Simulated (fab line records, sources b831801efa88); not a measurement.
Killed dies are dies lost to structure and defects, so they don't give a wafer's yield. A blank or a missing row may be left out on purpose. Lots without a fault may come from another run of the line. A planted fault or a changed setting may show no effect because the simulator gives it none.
fab line records | flow sky130
record lots=5 wafers=15 last_day=49
route steps=708 shown SD_P@325 RES_XHIGH@332 SD_N@342 SALICIDE@361 LI_CONTACT@362
lots that met no fault: from a run of the same line without faults
start_h: hours from the record's first day to the start of the lot's first wafer shown | wait_h: hours since the lot's step before | " the same as in the row above | L1.1+2: a row that stands for several wafers | - no value, or no start given | * or withheld: withheld | < > ~ a bound
route shown NAME@n: a module of which the file shows steps, and the number in the route of the first | usual: mean/standard deviation of fault-free wafers | same: alike in all rows | chamber/n: place in a boat | sites: the reading at each site | _std_site: their standard deviation | _edge_site: outer sites' mean less inner sites' | radius_mm: how far each site lies from the wafer's centre | mask NAME#n: copy n | behind: the tool/chamber that last shaped the wafer | hold: why the lot was held/for how many hours/how that ended | device: the transistor (n, p or np) that didn't switch | end of line: the same wafers' tests at the end of the route | a step without rows: its recipe alone | killed: dies lost to structure and defects at the first sort, not the wafer's yield | map: a wafer's dies, x killed, . not, _ none there
set.NAME: the setting as run; set.NAME@STEP: as run at that earlier step | model.NAME: the simulator's own value behind a step, which no gauge read
lots at some steps of the route; a table a step, a row a wafer
services: from which hour (start_h, from the record's first day; less than 0 if before it) a tool's chamber was out of use, for how many hours, and why
## steps
# step SKY_SD_P_PEB_05
# recipe temp_c=withheld time_s=* resist=NOVOLAK
# usual resist_line_temp_C=*
# columns lot.wafer tool chamber start_h wait_h resist_line_temp_C
L074.1 litho_track-01 0 - - *
L074.2 " 0 " " *
L074.4 " 0 " " *
L075.1 litho_track-01 0 - - *
L075.4 " 0 " " *
L075.6 " 0 " " *
L084.4 litho_track-03 0 - - *
L084.5 " 0 " " *
L084.6 " 0 " " *
L088.1 litho_track-03 0 - - *
L088.3 " 0 " " *
L088.5 " 0 " " *
L091.1 litho_track-01 0 - - *
L091.4 " 0 " " *
L091.6 " 0 " " *
# step SKY_SD_P_DEVELOP_06
# recipe resist=NOVOLAK developer=TMAH develop_time_s=60 dev_temp_c=23
# usual resist_line_temp_C=23.01/0.1
# columns lot.wafer tool chamber start_h wait_h resist_line_temp_C
L074.1 litho_track-01 0 596.83 0.1 23.23
L074.2 " 0 " " 23.09
L074.4 " 0 " " 22.94
L075.1 litho_track-01 0 598.88 0.1 23.00
L075.4 " 0 " " 23.04
L075.6 " 0 " " 22.86
L084.4 litho_track-03 0 663.49 0.1 23.06
L084.5 " 0 " " 22.98
L084.6 " 0 " " 23.01
L088.1 litho_track-03 0 696.66 0.1 23.27
L088.3 " 0 " " 23.10
L088.5 " 0 " " 23.20
L091.1 litho_track-01 0 733.13 0.1 22.96
L091.4 " 0 " " 22.93
L091.6 " 0 " " 22.94
# step SKY_SD_P_CD_MEAS_07
# recipe target_cd_nm=380
# usual cd_nm=380.3/2.7
# columns lot.wafer tool chamber start_h wait_h cd_nm
L074.1 cd_sem-02 - 596.98 0.1 384.7
L074.2 " - " " 386.7
L074.4 " - " " 386.6
L075.1 cd_sem-02 - 599.03 0.1 381.8
L075.4 " - " " 382.4
L075.6 " - " " 381.3
L084.4 cd_sem-01 - 663.62 0.1 375.7
L084.5 " - " " 378.0
L084.6 " - " " 374.5
L088.1 cd_sem-01 - 696.81 0.1 376.3
L088.3 " - " " 379.2
L088.5 " - " " 378.3
L091.1 cd_sem-02 - 733.28 0.1 382.2
L091.4 " - " " 383.2
L091.6 " - " " 380.7
# step SKY_SD_P_OVL_MEAS_08
# usual SD_P_OVL=0.7/1.1
# columns lot.wafer tool chamber start_h wait_h SD_P_OVL[nm]
L074.1 overlay-01 - 597.10 0.1 0.2
L074.2 " - " " 1.3
L074.4 " - " " 1.7
L075.1 overlay-01 - 599.15 0.1 0.8
L075.4 " - " " 0.4
L075.6 " - " " 1.3
L084.4 overlay-01 - 663.70 0.1 1.9
L084.5 " - " " 1.1
L084.6 " - " " 1.2
L088.1 overlay-02 - 697.07 0.2 -0.7
L088.3 " - " " -0.1
L088.5 " - " " 0.3
L091.1 overlay-02 - 733.40 0.1 -0.1
L091.4 " - " " 0.7
L091.6 " - " " 1.8
# step SKY_SD_P_IMPLANT_09
# recipe species=BF2 energy_kev=20 dose_cm2=3e+15 tilt_deg=0
# columns lot.wafer tool chamber start_h wait_h
L074.1+2+4 implanter-04 0 597.13 0.0
L075.1+4+6 implanter-04 0 599.18 0.0
L084.4+5+6 implanter-01 0 663.80 0.1
L088.1+3+5 implanter-01 0 697.10 0.0
L091.1+4+6 implanter-01 0 733.43 0.0
# step SKY_SD_P_STRIP_10
# recipe chemistry=O2/N2 power_w=1400 pressure_mtorr=1500 platen_temp_c=withheld o2_flow_sccm=3000 n2_flow_sccm=300 overash_fraction=0.5
# usual drypump_motor_current_A=5.4/0.36 n2_flow_sccm=300.0/0.94 oes_product_au=0.617/0.0045 strip_time_to_endpoint_s=17.50/0.041
# columns lot.wafer tool chamber start_h wait_h drypump_motor_current_A n2_flow_sccm oes_product_au rf_hours_counter_h strip_time_to_endpoint_s
L074.1 plasma_asher-02 0 597.28 0.1 4.9 299.6 0.614 80 17.53
L074.2 " 1 " " 5.6 300.2 0.620 80 17.55
L074.4 " 1 " " 5.6 299.9 0.618 - 17.56
L075.1 plasma_asher-03 1 599.33 0.1 5.3 298.9 0.617 91 17.53
L075.4 " 0 " " 6.1 300.1 0.617 - 17.51
L075.6 " 0 " " 6.1 299.2 0.621 - 17.54
L084.4 plasma_asher-04 0 663.90 0.1 5.1 300.2 0.617 - 17.50
L084.5 " 1 " " 5.4 300.2 0.613 - 17.54
L084.6 " 0 " " 5.1 300.7 0.620 - 17.54
L088.1 plasma_asher-03 1 697.25 0.1 5.3 300.7 0.617 101 17.47
L088.3 " 0 " " 6.1 300.1 0.620 - 17.50
L088.5 " 1 " " 5.3 300.4 0.610 - 17.49
L091.1 plasma_asher-03 0 733.58 0.1 6.1 298.2 0.620 103 17.49
L091.4 " 0 " " 6.1 298.1 0.616 - 17.51
L091.6 " 0 " " 6.1 299.6 0.612 - 17.54
# step SKY_SD_P_TW_MEAS_11
# usual SD_P_TW=2825/16
# columns lot.wafer tool chamber start_h wait_h SD_P_TW
L074.1 film_metro-03 - 597.38 0.1 2818
L074.2 " - " " 2810
L074.4 " - " " 2798
L075.1 film_metro-03 - 599.43 0.1 2812
L075.4 " - " " 2800
L075.6 " - " " 2806
L084.4 film_metro-04 - 664.00 0.1 2821
L084.5 " - " " 2827
L084.6 " - " " 2818
L088.1 film_metro-04 - 697.35 0.1 2816
L088.3 " - " " 2803
L088.5 " - " " 2803
L091.1 film_metro-04 - 733.68 0.1 2838
L091.4 " - " " 2852
L091.6 " - " " 2843
# step SKY_RES_XHIGH_DEHYDRATE_00
# recipe temp_c=200 time_s=60
# usual resist_line_temp_C=23.01/0.11
# columns lot.wafer tool chamber start_h wait_h resist_line_temp_C
L074.1 litho_track-04 0 611.76 14.4 22.96
L074.2 " 0 " " 23.13
L074.4 " 0 " " 23.13
L075.1 litho_track-03 0 613.36 13.9 22.98
L075.4 " 0 " " 23.13
L075.6 " 0 " " 22.93
L084.4 litho_track-04 0 676.83 12.8 22.94
L084.5 " 0 " " 22.94
L084.6 " 0 " " 22.98
L088.1 litho_track-04 0 710.71 13.3 23.05
L088.3 " 0 " " 23.04
L088.5 " 0 " " 22.97
L091.1 litho_track-02 0 746.56 12.9 23.12
L091.4 " 0 " " 23.18
L091.6 " 0 " " 23.04
# step SKY_RES_XHIGH_HMDS_01
# recipe prime_time_s=60 prime_temp_c=120
# usual resist_line_temp_C=23.02/0.11
# columns lot.wafer tool chamber start_h wait_h resist_line_temp_C
L074.1 litho_track-04 0 611.91 0.1 23.04
L074.2 " 0 " " 22.82
L074.4 " 0 " " 23.01
L075.1 litho_track-03 0 613.51 0.1 23.11
L075.4 " 0 " " 23.13
L075.6 " 0 " " 23.06
L084.4 litho_track-04 0 676.98 0.1 22.94
L084.5 " 0 " " 23.05
L084.6 " 0 " " 22.98
L088.1 litho_track-04 0 710.86 0.1 22.98
L088.3 " 0 " " 22.93
L088.5 " 0 " " 22.82
L091.1 litho_track-02 0 746.71 0.1 22.86
L091.4 " 0 " " 22.95
L091.6 " 0 " " 23.04
# step SKY_RES_XHIGH_COAT_02
# recipe resist=NOVOLAK spin_rpm=3000 resist_thk_nm=1140
# usual resist_line_temp_C=23.00/0.096 spin_speed_rpm=2999.9/2
# columns lot.wafer tool chamber start_h wait_h resist_line_temp_C spin_speed_rpm
L074.1 litho_track-04 0 612.06 0.1 23.10 2998.6
L074.2 " 0 " " 23.12 3000.4
L074.4 " 0 " " 23.28 3001.3
L075.1 litho_track-03 0 613.66 0.1 23.01 2999.4
L075.4 " 0 " " 22.93 2997.7
L075.6 " 0 " " 22.75 3000.5
L084.4 litho_track-04 0 677.13 0.1 23.00 3001.0
L084.5 " 0 " " 22.97 2997.8
L084.6 " 0 " " 22.88 3003.5
L088.1 litho_track-04 0 711.01 0.1 22.90 2997.0
L088.3 " 0 " " 23.03 3000.8
L088.5 " 0 " " 22.95 2999.6
L091.1 litho_track-02 0 746.86 0.1 22.92 3000.1
L091.4 " 0 " " 22.94 2999.6
L091.6 " 0 " " 22.81 2997.0
# step SKY_RES_XHIGH_SOFTBAKE_03
# recipe temp_c=90 time_s=60 resist=NOVOLAK
# usual resist_line_temp_C=23.04/0.11
# columns lot.wafer tool chamber start_h wait_h resist_line_temp_C
L074.1 litho_track-04 0 612.21 0.1 23.08
L074.2 " 0 " " 22.95
L074.4 " 0 " " 23.12
L075.1 litho_track-03 0 613.81 0.1 23.06
L075.4 " 0 " " 23.06
L075.6 " 0 " " 23.06
L084.4 litho_track-04 0 677.28 0.1 22.82
L084.5 " 0 " " 23.05
L084.6 " 0 " " 22.97
L088.1 litho_track-04 0 711.16 0.1 22.96
L088.3 " 0 " " 23.02
L088.5 " 0 " " 23.00
L091.1 litho_track-02 0 747.01 0.1 23.02
L091.4 " 0 " " 22.98
L091.6 " 0 " " 23.08
# step SKY_RES_XHIGH_EXPOSE_04
# recipe mask_id=URPM na=0.6 source_shape=conventional sigma_outer=0.6 polarization=unpolarized target_cd_nm=1270 dose_mj=140
# columns lot.wafer tool chamber start_h wait_h mask
L074.1+2+4 iline_stepper-02 0 - - URPM#0
L075.1+4+6 iline_stepper-02 0 - - URPM#0
L084.4+5+6 iline_stepper-02 0 - - URPM#0
L088.1+3+5 iline_stepper-01 0 - - URPM#0
L091.1+4+6 iline_stepper-01 0 - - URPM#0
# step SKY_RES_XHIGH_PEB_05
# recipe temp_c=withheld time_s=* resist=NOVOLAK
# usual resist_line_temp_C=*
# columns lot.wafer tool chamber start_h wait_h resist_line_temp_C
L074.1 litho_track-03 0 - - *
L074.2 " 0 " " *
L074.4 " 0 " " *
L075.1 litho_track-02 0 - - *
L075.4 " 0 " " *
L075.6 " 0 " " *
L084.4 litho_track-03 0 - - *
L084.5 " 0 " " *
L084.6 " 0 " " *
L088.1 litho_track-02 0 - - *
L088.3 " 0 " " *
L088.5 " 0 " " *
L091.1 litho_track-02 0 - - *
L091.4 " 0 " " *
L091.6 " 0 " " *
# step SKY_RES_XHIGH_DEVELOP_06
# recipe resist=NOVOLAK developer=TMAH develop_time_s=60 dev_temp_c=23
# usual resist_line_temp_C=23.00/0.12
# columns lot.wafer tool chamber start_h wait_h resist_line_temp_C
L074.1 litho_track-03 0 626.21 0.1 23.08
L074.2 " 0 " " 23.03
L074.4 " 0 " " 22.83
L075.1 litho_track-02 0 628.11 0.1 22.95
L075.4 " 0 " " 22.93
L075.6 " 0 " " 22.94
L084.4 litho_track-03 0 690.74 0.1 23.11
L084.5 " 0 " " 23.22
L084.6 " 0 " " 22.93
L088.1 litho_track-02 0 724.81 0.1 23.01
L088.3 " 0 " " 22.98
L088.5 " 0 " " 23.02
L091.1 litho_track-02 0 759.96 0.1 22.79
L091.4 " 0 " " 23.05
L091.6 " 0 " " 22.88
# step SKY_RES_XHIGH_IMPLANT_07
# recipe species=BF2 energy_kev=20 dose_cm2=3.6e+14 tilt_deg=0
# columns lot.wafer tool chamber start_h wait_h
L074.1+2+4 implanter-03 0 626.36 0.1
L075.1+4+6 implanter-04 0 628.26 0.1
L084.4+5+6 implanter-04 0 690.89 0.1
L088.1+3+5 implanter-04 0 724.96 0.1
L091.1+4+6 implanter-03 0 760.11 0.1
# step SKY_RES_XHIGH_STRIP_08
# recipe chemistry=O2/N2 power_w=1400 pressure_mtorr=1500 platen_temp_c=withheld o2_flow_sccm=3000 n2_flow_sccm=300 overash_fraction=0.5
# usual drypump_motor_current_A=5.3/0.34 n2_flow_sccm=300.2/0.82 oes_product_au=0.712/0.0043 strip_time_to_endpoint_s=14.27/0.035
# columns lot.wafer tool chamber start_h wait_h drypump_motor_current_A n2_flow_sccm oes_product_au rf_hours_counter_h strip_time_to_endpoint_s
L074.1 plasma_asher-03 0 626.51 0.1 6.1 299.8 0.708 94 14.29
L074.2 " 1 " " 5.3 301.0 0.717 94 14.24
L074.4 " 0 " " 6.1 300.7 0.711 - 14.24
L075.1 plasma_asher-04 1 628.41 0.1 5.4 300.5 0.711 45 14.27
L075.4 " 0 " " 5.1 301.4 0.712 - 14.31
L075.6 " 0 " " 5.1 300.2 0.713 - 14.27
L084.4 plasma_asher-01 1 691.00 0.1 5.0 299.7 0.706 - 14.17
L084.5 " 1 " " 5.0 299.0 0.710 - 14.20
L084.6 " 0 " " 5.1 300.0 0.706 - 14.19
L088.1 plasma_asher-04 1 725.11 0.1 5.4 300.5 0.705 55 14.26
L088.3 " 0 " " 5.1 300.1 0.711 - 14.25
L088.5 " 0 " " 5.1 301.7 0.717 - 14.21
L091.1 plasma_asher-04 0 760.26 0.1 5.1 299.2 0.712 58 14.25
L091.4 " 0 " " 5.1 298.7 0.710 - 14.29
L091.6 " 1 " " 5.3 300.0 0.715 - 14.28
# step SKY_RES_XHIGH_TW_MEAS_09
# usual RES_XHIGH_TW=1640/10
# columns lot.wafer tool chamber start_h wait_h RES_XHIGH_TW
L074.1 film_metro-03 - 626.61 0.1 1631
L074.2 " - " " 1629
L074.4 " - " " 1625
L075.1 film_metro-03 - 628.51 0.1 1628
L075.4 " - " " 1622
L075.6 " - " " 1627
L084.4 film_metro-03 - 691.09 0.1 1631
L084.5 " - " " 1630
L084.6 " - " " 1632
L088.1 film_metro-03 - 725.21 0.1 1645
L088.3 " - " " 1642
L088.5 " - " " 1636
L091.1 film_metro-04 - 760.36 0.1 1644
L091.4 " - " " 1640
L091.6 " - " " 1646
# step SKY_SD_N_DEHYDRATE_00
# recipe temp_c=200 time_s=60
# usual resist_line_temp_C=23.00/0.11
# columns lot.wafer tool chamber start_h wait_h resist_line_temp_C
L074.1 litho_track-02 0 640.16 13.5 23.06
L074.2 " 0 " " 23.12
L074.4 " 0 " " 23.15
L075.1 litho_track-02 0 642.16 13.6 23.05
L075.4 " 0 " " 23.13
L075.6 " 0 " " 22.98
L084.4 litho_track-04 0 704.43 13.3 22.89
L084.5 " 0 " " 22.80
L084.6 " 0 " " 22.74
L088.1 litho_track-01 0 737.98 12.8 23.00
L088.3 " 0 " " 23.07
L088.5 " 0 " " 23.03
L091.1 litho_track-04 0 772.91 12.5 22.92
L091.4 " 0 " " 23.02
L091.6 " 0 " " 22.87
# step SKY_SD_N_HMDS_01
# recipe prime_time_s=60 prime_temp_c=120
# usual resist_line_temp_C=23.00/0.11
# columns lot.wafer tool chamber start_h wait_h resist_line_temp_C
L074.1 litho_track-02 0 640.31 0.1 23.04
L074.2 " 0 " " 23.04
L074.4 " 0 " " 23.00
L075.1 litho_track-02 0 642.31 0.1 23.06
L075.4 " 0 " " 23.08
L075.6 " 0 " " 23.16
L084.4 litho_track-04 0 704.58 0.1 22.80
L084.5 " 0 " " 22.79
L084.6 " 0 " " 22.73
L088.1 litho_track-01 0 738.13 0.1 23.00
L088.3 " 0 " " 23.00
L088.5 " 0 " " 22.91
L091.1 litho_track-04 0 773.06 0.1 23.01
L091.4 " 0 " " 23.17
L091.6 " 0 " " 23.15
# step SKY_SD_N_COAT_02
# recipe resist=NOVOLAK spin_rpm=3000 resist_thk_nm=1140
# usual resist_line_temp_C=23.01/0.1 spin_speed_rpm=3000.1/2.1
# columns lot.wafer tool chamber start_h wait_h resist_line_temp_C spin_speed_rpm
L074.1 litho_track-02 0 640.46 0.1 23.04 3003.0
L074.2 " 0 " " 22.95 3003.8
L074.4 " 0 " " 22.89 3003.2
L075.1 litho_track-02 0 642.46 0.1 23.02 2995.5
L075.4 " 0 " " 23.20 2998.5
L075.6 " 0 " " 23.12 2999.5
L084.4 litho_track-04 0 704.73 0.1 22.93 3001.3
L084.5 " 0 " " 22.84 2999.4
L084.6 " 0 " " 23.03 3000.4
L088.1 litho_track-01 0 738.28 0.1 22.95 2998.4
L088.3 " 0 " " 22.85 3000.0
L088.5 " 0 " " 23.14 3001.5
L091.1 litho_track-04 0 773.21 0.1 22.89 2999.7
L091.4 " 0 " " 23.05 2997.4
L091.6 " 0 " " 22.98 3000.6
# step SKY_SD_N_SOFTBAKE_03
# recipe temp_c=90 time_s=60 resist=NOVOLAK
# usual resist_line_temp_C=22.99/0.11
# columns lot.wafer tool chamber start_h wait_h resist_line_temp_C
L074.1 litho_track-02 0 640.61 0.1 22.85
L074.2 " 0 " " 22.69
L074.4 " 0 " " 22.83
L075.1 litho_track-02 0 642.61 0.1 23.07
L075.4 " 0 " " 22.85
L075.6 " 0 " " 22.94
L084.4 litho_track-04 0 704.88 0.1 22.89
L084.5 " 0 " " 22.81
L084.6 " 0 " " 22.94
L088.1 litho_track-01 0 738.43 0.1 23.06
L088.3 " 0 " " 22.91
L088.5 " 0 " " 22.82
L091.1 litho_track-04 0 773.36 0.1 23.04
L091.4 " 0 " " 23.07
L091.6 " 0 " " 22.95
# step SKY_SD_N_EXPOSE_04
# recipe mask_id=NSDM na=0.6 source_shape=conventional sigma_outer=0.6 polarization=unpolarized target_cd_nm=380 dose_mj=141
# columns lot.wafer tool chamber start_h wait_h mask
L074.1+2+4 iline_stepper-01 0 - - NSDM#0
L075.1+4+6 iline_stepper-02 0 - - NSDM#0
L084.4+5+6 iline_stepper-01 0 - - NSDM#0
L088.1+3+5 iline_stepper-02 0 - - NSDM#0
L091.1+4+6 iline_stepper-01 0 - - NSDM#0
# step SKY_SD_N_PEB_05
# recipe temp_c=withheld time_s=* resist=NOVOLAK
# usual resist_line_temp_C=*
# columns lot.wafer tool chamber start_h wait_h resist_line_temp_C
L074.1 litho_track-04 0 - - *
L074.2 " 0 " " *
L074.4 " 0 " " *
L075.1 litho_track-04 0 - - *
L075.4 " 0 " " *
L075.6 " 0 " " *
L084.4 litho_track-02 0 - - *
L084.5 " 0 " " *
L084.6 " 0 " " *
L088.1 litho_track-01 0 - - *
L088.3 " 0 " " *
L088.5 " 0 " " *
L091.1 litho_track-02 0 - - *
L091.4 " 0 " " *
L091.6 " 0 " " *
# step SKY_SD_N_DEVELOP_06
# recipe resist=NOVOLAK developer=TMAH develop_time_s=60 dev_temp_c=23
# usual resist_line_temp_C=23.01/0.1
# columns lot.wafer tool chamber start_h wait_h resist_line_temp_C
L074.1 litho_track-04 0 654.61 0.1 22.97
L074.2 " 0 " " 22.93
L074.4 " 0 " " 22.98
L075.1 litho_track-04 0 656.61 0.1 23.03
L075.4 " 0 " " 22.99
L075.6 " 0 " " 22.93
L084.4 litho_track-02 0 718.59 0.1 23.00
L084.5 " 0 " " 23.11
L084.6 " 0 " " 23.16
L088.1 litho_track-01 0 751.33 0.1 23.31
L088.3 " 0 " " 22.98
L088.5 " 0 " " 23.18
L091.1 litho_track-02 0 786.71 0.1 22.83
L091.4 " 0 " " 23.06
L091.6 " 0 " " 22.86
# step SKY_SD_N_CD_MEAS_07
# recipe target_cd_nm=380
# usual cd_nm=380.3/2.7
# columns lot.wafer tool chamber start_h wait_h cd_nm
L074.1 cd_sem-01 - 654.76 0.1 382.9
L074.2 " - " " 382.1
L074.4 " - " " 379.5
L075.1 cd_sem-02 - 656.76 0.1 379.3
L075.4 " - " " 381.4
L075.6 " - " " 378.3
L084.4 cd_sem-01 - 718.72 0.1 382.4
L084.5 " - " " 383.6
L084.6 " - " " 381.9
L088.1 cd_sem-02 - 751.48 0.1 381.4
L088.3 " - " " 377.9
L088.5 " - " " 382.6
L091.1 cd_sem-02 - 786.86 0.1 384.5
L091.4 " - " " 385.5
L091.6 " - " " 384.0
# step SKY_SD_N_OVL_MEAS_08
# usual SD_N_OVL=-1.0/1.3
# columns lot.wafer tool chamber start_h wait_h SD_N_OVL[nm]
L074.1 overlay-02 - 654.88 0.1 0.7
L074.2 " - " " 1.8
L074.4 " - " " 1.2
L075.1 overlay-02 - 656.88 0.1 -1.9
L075.4 " - " " -1.0
L075.6 " - " " -2.3
L084.4 overlay-02 - 718.80 0.1 -2.3
L084.5 " - " " -2.4
L084.6 " - " " -0.8
L088.1 overlay-01 - 751.60 0.1 -2.8
L088.3 " - " " -1.9
L088.5 " - " " -3.7
L091.1 overlay-02 - 786.98 0.1 -1.8
L091.4 " - " " -2.4
L091.6 " - " " -0.9
# step SKY_SD_N_IMPLANT_09
# recipe species=As energy_kev=50 dose_cm2=4e+15 tilt_deg=0
# columns lot.wafer tool chamber start_h wait_h
L074.1+2+4 implanter-03 0 654.91 0.0
L075.1+4+6 implanter-03 0 656.91 0.0
L084.4+5+6 implanter-03 0 718.89 0.1
L088.1+3+5 implanter-02 0 751.63 0.0
L091.1+4+6 implanter-04 0 787.02 0.0
# step SKY_SD_N_IMPLANT_10
# recipe species=P energy_kev=20 dose_cm2=1e+14 tilt_deg=0
# columns lot.wafer tool chamber start_h wait_h
L074.1+2+4 implanter-03 0 655.06 0.1
L075.1+4+6 implanter-03 0 657.06 0.1
L084.4+5+6 implanter-03 0 719.04 0.1
L088.1+3+5 implanter-02 0 751.78 0.1
L091.1+4+6 implanter-04 0 787.17 0.1
# step SKY_SD_N_STRIP_11
# recipe chemistry=O2/N2 power_w=1400 pressure_mtorr=1500 platen_temp_c=withheld o2_flow_sccm=3000 n2_flow_sccm=300 overash_fraction=0.5
# usual drypump_motor_current_A=5.17/0.23 n2_flow_sccm=299.9/0.89 oes_product_au=0.527/0.0046 strip_time_to_endpoint_s=22.53/0.033
# columns lot.wafer tool chamber start_h wait_h drypump_motor_current_A n2_flow_sccm oes_product_au rf_hours_counter_h strip_time_to_endpoint_s
L074.1 plasma_asher-01 1 655.21 0.1 5.05 299.7 0.527 23 22.47
L074.2 " 0 " " 5.06 300.3 0.522 23 22.49
L074.4 " 1 " " 5.04 300.1 0.527 - 22.48
L075.1 plasma_asher-02 1 657.21 0.1 5.67 298.4 0.523 86 22.50
L075.4 " 0 " " 4.95 300.8 0.526 - 22.54
L075.6 " 0 " " 4.95 299.6 0.534 - 22.56
L084.4 plasma_asher-04 1 719.15 0.1 5.39 299.9 0.523 - 22.52
L084.5 " 1 " " 5.38 299.5 0.530 - 22.49
L084.6 " 0 " " 5.14 300.4 0.535 - 22.51
L088.1 plasma_asher-01 1 751.93 0.1 5.04 300.6 0.528 33 22.57
L088.3 " 1 " " 5.03 299.9 0.535 - 22.54
L088.5 " 1 " " 5.01 299.9 0.526 - 22.54
L091.1 plasma_asher-01 0 787.32 0.1 5.07 299.7 0.530 36 22.52
L091.4 " 0 " " 5.07 300.3 0.531 - 22.52
L091.6 " 0 " " 5.08 301.1 0.529 - 22.53
# step SKY_SD_N_TW_MEAS_12
# usual SD_N_TW=3987/21
# columns lot.wafer tool chamber start_h wait_h SD_N_TW
L074.1 film_metro-04 - 655.31 0.1 3990
L074.2 " - " " 3989
L074.4 " - " " 3968
L075.1 film_metro-02 - 657.31 0.1 3976
L075.4 " - " " 3964
L075.6 " - " " 3956
L084.4 film_metro-04 - 719.25 0.1 3942
L084.5 " - " " 3974
L084.6 " - " " 3986
L088.1 film_metro-04 - 752.03 0.1 3998
L088.3 " - " " 4042
L088.5 " - " " 4006
L091.1 film_metro-04 - 787.42 0.1 3996
L091.4 " - " " 4003
L091.6 " - " " 3970
# step SKY_SD_N_CLEAN_13
# recipe chemistry=SC1/SC2 mix=1:4:20 temp_c=70 time_s=150 dry=n2_spin
# columns lot.wafer tool chamber start_h wait_h
L074.1+2+4 wet_bench-02 2 655.37 0.1
L075.1+4+6 wet_bench-04 1 657.37 0.1
L084.4+5+6 wet_bench-03 3 719.28 0.0
L088.1+3+5 wet_bench-04 2 752.09 0.1
L091.1+4+6 wet_bench-04 3 787.48 0.1
# step SKY_SD_N_RTA_14
# recipe temp_c=1075 time_s=2 idle_temp_c=650 ramp_up_c_per_s=150 ramp_down_c_per_s=90 ambient=N2
# usual lamp_power_pct=15.74/0.052 ramp_down_c_per_s=90.000/0.016 wafer_temp_C_max=1077.8/1.3
# columns lot.wafer tool chamber start_h wait_h lamp_power_pct ramp_down_c_per_s wafer_temp_C_max
L074.1 rtp_anneal-01 0 655.42 0.0 15.75 90.005 1077.5
L074.2 " 0 " " 15.84 90.000 1078.9
L074.4 " 0 " " 15.71 90.006 1077.2
L075.1 rtp_anneal-02 0 657.42 0.0 15.68 89.994 1075.7
L075.4 " 0 " " 15.74 90.015 1078.2
L075.6 " 0 " " 15.77 90.024 1077.0
L084.4 rtp_anneal-01 0 719.36 0.0 15.74 90.013 1076.7
L084.5 " 0 " " 15.74 89.978 1076.6
L084.6 " 0 " " 15.66 89.992 1077.2
L088.1 rtp_anneal-02 0 752.14 0.0 15.75 90.008 1077.3
L088.3 " 0 " " 15.80 90.014 1079.0
L088.5 " 0 " " 15.70 89.978 1080.2
L091.1 rtp_anneal-02 0 787.53 0.0 15.74 89.960 1078.4
L091.4 " 0 " " 15.81 89.985 1077.5
L091.6 " 0 " " 15.80 89.985 1076.9
# step SKY_SD_N_RS_MEAS_16
# recipe thk_meas_gauge=four-point-probe
# usual SD_N_RS=68.55/0.11
# columns lot.wafer tool chamber start_h wait_h SD_N_RS[ohm/sq]
L074.1 film_metro-03 - 655.60 0.1 68.37
L074.2 " - " " 68.53
L074.4 " - " " 68.34
L075.1 film_metro-04 - 657.60 0.1 68.61
L075.4 " - " " 68.66
L075.6 " - " " 68.78
L084.4 film_metro-03 - 719.57 0.1 68.49
L084.5 " - " " 68.59
L084.6 " - " " 68.37
L088.1 film_metro-03 - 752.32 0.1 68.37
L088.3 " - " " 68.34
L088.5 " - " " 68.47
L091.1 film_metro-04 - 787.70 0.1 68.54
L091.4 " - " " 68.48
L091.6 " - " " 68.63
# step SKY_SD_N_RS_MEAS_17
# recipe thk_meas_gauge=four-point-probe
# usual SD_P_RS=147.1/0.36
# columns lot.wafer tool chamber start_h wait_h SD_P_RS[ohm/sq]
L074.1 film_metro-03 - 655.72 0.1 146.8
L074.2 " - " " 146.7
L074.4 " - " " 146.8
L075.1 film_metro-04 - 657.72 0.1 147.0
L075.4 " - " " 147.3
L075.6 " - " " 147.8
L084.4 film_metro-03 - 719.69 0.1 147.0
L084.5 " - " " 146.7
L084.6 " - " " 146.7
L088.1 film_metro-03 - 752.44 0.1 147.1
L088.3 " - " " 146.8
L088.5 " - " " 147.0
L091.1 film_metro-04 - 787.82 0.1 147.2
L091.4 " - " " 147.3
L091.6 " - " " 147.4
# step SKY_SD_N_RS_MEAS_18
# recipe thk_meas_gauge=four-point-probe
# usual RES_XHIGH_RS=333.3/0.98
# columns lot.wafer tool chamber start_h wait_h RES_XHIGH_RS[ohm/sq]
L074.1 film_metro-03 - 655.84 0.1 334.8
L074.2 " - " " 333.1
L074.4 " - " " 332.2
L075.1 film_metro-04 - 657.84 0.1 335.0
L075.4 " - " " 333.8
L075.6 " - " " 334.8
L084.4 film_metro-03 - 719.81 0.1 332.5
L084.5 " - " " 333.6
L084.6 " - " " 331.8
L088.1 film_metro-03 - 752.56 0.1 331.1
L088.3 " - " " 332.5
L088.5 " - " " 332.1
L091.1 film_metro-04 - 787.94 0.1 335.1
L091.4 " - " " 335.5
L091.6 " - " " 335.1
# step SKY_SALICIDE_CLEAN_00
# recipe chemistry=HF-last time_s=30 dilution=100:1 dry=ipa_marangoni
# columns lot.wafer tool chamber start_h wait_h
L074.1+2+4 wet_bench-01 2 655.96 0.1
L075.1+4+6 wet_bench-01 2 657.96 0.1
L084.4+5+6 wet_bench-03 3 719.87 0.0
L088.1+3+5 wet_bench-02 3 752.68 0.1
L091.1+4+6 wet_bench-01 0 788.06 0.1
# step SKY_LI_CONTACT_HDPCVD_00
# recipe material=PSG target_thk_nm=930 sigma_open_frac=0.3 time_s=155 temp_c=600 sih4_flow_sccm=60 pressure_mtorr=6
# columns lot.wafer tool chamber start_h wait_h
L074.1+2+4 hdpcvd-01 1,0,1 655.97 0.0
L075.1+4+6 hdpcvd-01 0,2,0 657.97 0.0
L084.4+5+6 hdpcvd-01 0,2,1 719.94 0.1
L088.1+3+5 hdpcvd-01 0,0,1 752.69 0.0
L091.1+4+6 hdpcvd-01 0,2,1 788.08 0.0
## services
# columns tool chamber start_h hours kind
iline_stepper-01 - 580.70 2.1 pm
hdpcvd-01 - 584.75 2.5 repair
wet_bench-04 - 622.99 4.2 repair
implanter-02 - 626.88 1.4 repair
plasma_asher-02 - 661.57 6.3 repair
iline_stepper-02 - 667.04 5.3 repair
iline_stepper-02 - 674.89 1.7 pm
implanter-01 - 678.25 6.1 pm
hdpcvd-01 - 708.81 2.6 repair
plasma_asher-03 - 712.16 11.0 repair
iline_stepper-01 - 714.66 1.7 pm
wet_bench-01 - 716.10 4.4 pm
plasma_asher-03 - 721.15 3.4 repair
implanter-03 - 722.29 3.9 pm
plasma_asher-01 - 726.36 4.0 pm
iline_stepper-01 - 730.97 7.9 repair
plasma_asher-03 - 733.75 9.0 pm
implanter-01 - 740.08 1.7 repair
implanter-01 - 745.60 3.9 repair
hdpcvd-01 2 747.33 15.5 repair
implanter-04 - 749.80 3.2 repair
hdpcvd-01 - 771.88 0.8 pm
implanter-03 - 772.60 3.5 pm
iline_stepper-01 - 786.59 8.9 repair
## key
fault none
